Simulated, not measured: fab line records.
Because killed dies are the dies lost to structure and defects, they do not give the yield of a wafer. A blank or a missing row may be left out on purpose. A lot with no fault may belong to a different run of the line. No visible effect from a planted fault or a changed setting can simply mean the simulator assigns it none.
Chamber matching | flow sky130 | 4 sister chambers for SKY_VIA3_ETCH_14 on rie diel-03
The step etches BARC in N2/H2, stops on SiO2, time 45.9 s, target depth 60 nm. 4 wafers are shown with their chamber, then 8 later ones without.

WAFERS, EACH WITH ITS CHAMBER
wafer  | chamber | drypump motor current A (A)
L305.2 | 3       | 5.1
L313.1 | 0       | 5.4
L314.6 | 2       | 5.7
L316.1 | 1       | 5.3

WAFERS WHOSE CHAMBER IS MISSING
wafer  | drypump motor current A (A)
L316.2 | 5.5
L316.3 | 5.6
L318.1 | 5.1
L318.3 | 5.7
L318.6 | 5.2
L320.1 | 5.1
L320.2 | 5.3
L320.4 | 5.7

CHAMBER TAKEN BY EACH
wafer  | from the rows above          | in truth
L316.2 | can't be placed: 0 or 1 or 2 | 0
L316.3 | can't be placed: 2 or 0      | 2
L318.1 | 3                            | 3
L318.3 | 2                            | 2
L318.6 | can't be placed: 1 or 3 or 0 | 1
L320.1 | 3                            | 3
L320.2 | can't be placed: 1 or 0      | 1
L320.4 | 2                            | 2
Correctly placed: 4 of 8. These rows do not allow placing 4 (true chamber among the candidates in 4). Wrongly placed: 0.
How it was worked out, from the rows above alone: a wafer's distance from a chamber is the root of the sum, over the readings, of the square of ((its reading less the chamber's mean) divided by the reading's scatter). If the next closest chamber is less than 2 further off than the closest, the wafer can't be placed; otherwise it belongs to the closest. The mean given for a chamber averages the wafers shown for that chamber. The scatter: root of mean squared gap, hidden wafer to nearest shown wafer, with one shown wafer a chamber.
